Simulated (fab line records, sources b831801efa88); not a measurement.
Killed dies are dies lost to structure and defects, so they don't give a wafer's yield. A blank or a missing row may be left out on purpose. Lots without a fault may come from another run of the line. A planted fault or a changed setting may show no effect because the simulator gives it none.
Which tool did it? | flow gf180mcu | 6 lots, 18 wafers sampled, at 3 steps of a route of 602

WHAT THE GAUGES READ, wafer by wafer
GF_SALICIDE_THK_MEAS_05: measures by xrf.
lot  | measured     | on            | SALICIDE_TIN_THK (nm)
L736 | day 15 18:48 | film_metro-04 | 19.7 20.2 20.0
L739 | day 16 19:22 | film_metro-03 | 19.4 19.7 19.7
L743 | day 18 02:54 | film_metro-03 | 20.0 19.6 20.1
L745 | day 18 20:05 | film_metro-04 | 20.4 20.0 20.4
L756 | day 22 13:43 | film_metro-04 | 18.2 18.3 18.1
L758 | day 23 05:52 | film_metro-04 | 17.8 18.2 17.6

WHICH TOOL RAN EACH LOT (tool, then ch and the chambers of the sampled wafers, then the start)
lot  | GF_HV_LDD_STRIP_22                   | GF_SALICIDE_SPUTTER_03
L736 | plasma_asher-01 ch 0,1, day 11 07:16 | pvd_sputter-03, day 15 18:40
L739 | plasma_asher-02 ch 0,1, day 12 04:31 | pvd_sputter-01, day 16 19:13
L743 | plasma_asher-02 ch 0,1, day 13 08:32 | pvd_sputter-03, day 18 02:46
L745 | plasma_asher-01 ch 0,1, day 13 22:46 | pvd_sputter-03, day 18 19:56
L756 | plasma_asher-03 ch 0,1, day 17 08:56 | pvd_sputter-01, day 22 13:34
L758 | plasma_asher-02 ch 0,1, day 18 01:17 | pvd_sputter-01, day 23 05:43
- GF_HV_LDD_STRIP_22: strips in O2/N2.
- GF_SALICIDE_SPUTTER_03: material TiN, target thk 20 nm, time 16.7 s.

THE ANSWER, worked out from the rows above alone
Rule: what is usual is taken from the lots themselves. Put in order of their means at a reading, lots are off if they are a third of the lots or fewer, leave a main group of 4 or more, and stand apart from it by a gap of 3 or more times the standard deviation of the main group's means; of several such gaps the widest counts. A main group whose means are all the same, to the digits that the tables above print for the reading, isn't used. A lot without any number at a reading at which 4 lots or more have one is off too. The other lots that the step has rows for count as sound.
Off: L756, L758, at GF_SALICIDE_THK_MEAS_05 (SALICIDE_TIN_THK). The main group: mean 19.9 nm, standard deviation 0.24.
A tool fits if, at a process step before that reading, it ran every lot that is off, and no sound lot after the first of them. The gauges at GF_SALICIDE_THK_MEAS_05 are tried like those tools. Can't be told from this: 2 tools fit, pvd_sputter-01 at GF_SALICIDE_SPUTTER_03, film_metro-04 at GF_SALICIDE_THK_MEAS_05.

WHAT THE SIMULATOR HAD PUT IN
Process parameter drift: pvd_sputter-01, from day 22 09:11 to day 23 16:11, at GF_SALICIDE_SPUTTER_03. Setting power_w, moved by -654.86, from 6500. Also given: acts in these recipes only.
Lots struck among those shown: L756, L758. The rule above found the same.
